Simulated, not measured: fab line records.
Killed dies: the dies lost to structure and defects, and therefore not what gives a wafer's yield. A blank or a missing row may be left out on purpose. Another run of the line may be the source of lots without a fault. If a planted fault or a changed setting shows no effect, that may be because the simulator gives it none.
Which tool is to blame? -- flow gf180mcu -- 14 lots, 42 wafers sampled, at 4 steps of a route of 602

WHAT THE GAUGES SHOWED, per wafer
GF_SALICIDE_RS_MEAS_04: a four-point-probe measurement.
lot,measured,on,SALICIDE_TIN_RS (ohm/sq)
L119,day 15 06:08,film-metro-02,16.7 16.1 16.8
L121,day 16 06:13,film-metro-03,15.9 15.9 16.0
L122,day 16 11:37,film-metro-02,16.0 16.0 16.1
L123,day 16 20:35,film-metro-03,16.1 16.4 16.5
L124,day 17 05:35,film-metro-03,15.9 15.7 15.8
L125,day 17 16:26,film-metro-02,16.2 16.2 16.2
L128,day 19 07:04,film-metro-03,15.0 14.8 15.1
L130,day 19 14:02,film-metro-03,16.0 16.5 16.0
L131,day 19 20:52,film-metro-03,15.5 15.3 15.4
L133,day 21 01:52,film-metro-02,16.9 16.8 16.8
L137,day 22 03:41,film-metro-03,16.0 16.0 15.8
L138,day 22 07:16,film-metro-01,16.1 16.1 16.0
L140,day 23 01:37,film-metro-03,16.0 16.3 15.9
L141,day 23 05:24,film-metro-01,16.6 16.0 16.2

GF_SALICIDE_THK_MEAS_05: measures by xrf.
lot,measured,on,SALICIDE_TIN_THK (nm)
L119,day 15 06:13,film-metro-02,20.05 20.18 20.16
L121,day 16 06:20,film-metro-03,20.44 20.64 20.23
L122,day 16 11:44,film-metro-02,20.42 20.02 20.32
L123,day 16 20:42,film-metro-03,20.35 20.46 20.47
L124,day 17 05:42,film-metro-03,20.72 20.81 21.07
L125,day 17 16:32,film-metro-02,20.58 20.48 20.49
L128,day 19 07:10,film-metro-03,20.46 20.84 20.51
L130,day 19 14:09,film-metro-03,20.29 20.56 21.00
L131,day 19 20:59,film-metro-03,20.11 20.41 20.42
L133,day 21 01:58,film-metro-02,20.49 20.07 20.07
L137,day 22 03:49,film-metro-03,20.82 20.73 20.66
L138,day 22 07:23,film-metro-01,20.61 20.71 20.55
L140,day 23 01:44,film-metro-03,20.42 20.18 20.30
L141,day 23 05:31,film-metro-01,20.05 20.45 20.45

GF_CONTACT_THK_MEAS_03.
lot,measured,on,CONTACT_CVD_02_THK (nm)
L119,day 15 06:46,film-metro-02,882 891 864
L121,day 16 06:52,film-metro-03,868 869 876
L122,day 16 12:16,film-metro-04,866 869 874
L123,day 16 21:13,film-metro-03,855 860 870
L124,day 17 06:14,film-metro-03,853 869 868
L125,day 17 17:04,film-metro-03,854 880 868
L128,day 19 07:43,film-metro-04,840 856 850
L130,day 19 14:40,film-metro-02,842 867 857
L131,day 19 21:31,film-metro-04,840 869 871
L133,day 21 02:30,film-metro-04,845 840 862
L137,day 22 04:20,film-metro-02,857 838 854
L138,day 22 07:55,film-metro-03,853 842 833
L140,day 23 02:17,film-metro-03,843 864 874
L141,day 23 06:02,film-metro-02,849 866 842

WHAT TOOL EACH LOT RAN ON (gives the tool, then ch and the chambers of the sampled wafers, and finally the start)
lot,GF_SALICIDE_SPUTTER_02
L119,"pvd-sputter-02, day 15 06:01"
L121,"pvd-sputter-02, day 16 06:10"
L122,"pvd-sputter-03, day 16 11:32"
L123,"pvd-sputter-03, day 16 20:30"
L124,"pvd-sputter-03, day 17 05:31"
L125,"pvd-sputter-03, day 17 16:21"
L128,"pvd-sputter-02, day 19 06:59"
L130,"pvd-sputter-01, day 19 13:58"
L131,"pvd-sputter-02, day 19 20:49"
L133,"pvd-sputter-03, day 21 01:47"
L137,"pvd-sputter-01, day 22 03:38"
L138,"pvd-sputter-01, day 22 07:13"
L140,"pvd-sputter-01, day 23 01:32"
L141,"pvd-sputter-02, day 23 05:20"
- GF_SALICIDE_SPUTTER_02: material Co, target thk 10 nm, time 20 s.

AS READ BY THE TOOLS THEMSELVES (means over the sampled wafers that have a number; for cases with no such wafer, the mark the record gives instead)
GF_SALICIDE_SPUTTER_02.
lot,tool,throttle-valve-pct (%)
L119,pvd-sputter-02,30.4
L121,pvd-sputter-02,30.1
L122,pvd-sputter-03,30.9
L123,pvd-sputter-03,31.5
L124,pvd-sputter-03,30.7
L125,pvd-sputter-03,30.6
L128,pvd-sputter-02,30.2
L130,pvd-sputter-01,30.4
L131,pvd-sputter-02,29.9
L133,pvd-sputter-03,30.7
L137,pvd-sputter-01,30.2
L138,pvd-sputter-01,29.4
L140,pvd-sputter-01,30.3
L141,pvd-sputter-02,30.2

THE ANSWER, worked out from the rows above alone
Rule: the usual values come from the lots themselves. Put in order of their means at a reading, lots are off if they are a third of the lots or fewer, leave a main group of 4 or more, and stand apart from it by a gap of 3 or more times the standard deviation of the main group's means; of several such gaps the widest counts. If all means in a main group match to the digits the tables above print for the reading, that group is not used. A lot without any number at a reading at which 4 lots or more have one is off too. Any other lot the step has rows for is counted as sound. After the gauges, taken in route order, come the tools' own readings; for these a lot's mean is taken, as printed above. At the first step where some lot is off, the reading lying furthest off is the one used; lots without a number count as furthest.
Across all readings shown, no lot is off: no conclusion can be drawn from this.

WHAT THE SIMULATOR HAD PUT IN
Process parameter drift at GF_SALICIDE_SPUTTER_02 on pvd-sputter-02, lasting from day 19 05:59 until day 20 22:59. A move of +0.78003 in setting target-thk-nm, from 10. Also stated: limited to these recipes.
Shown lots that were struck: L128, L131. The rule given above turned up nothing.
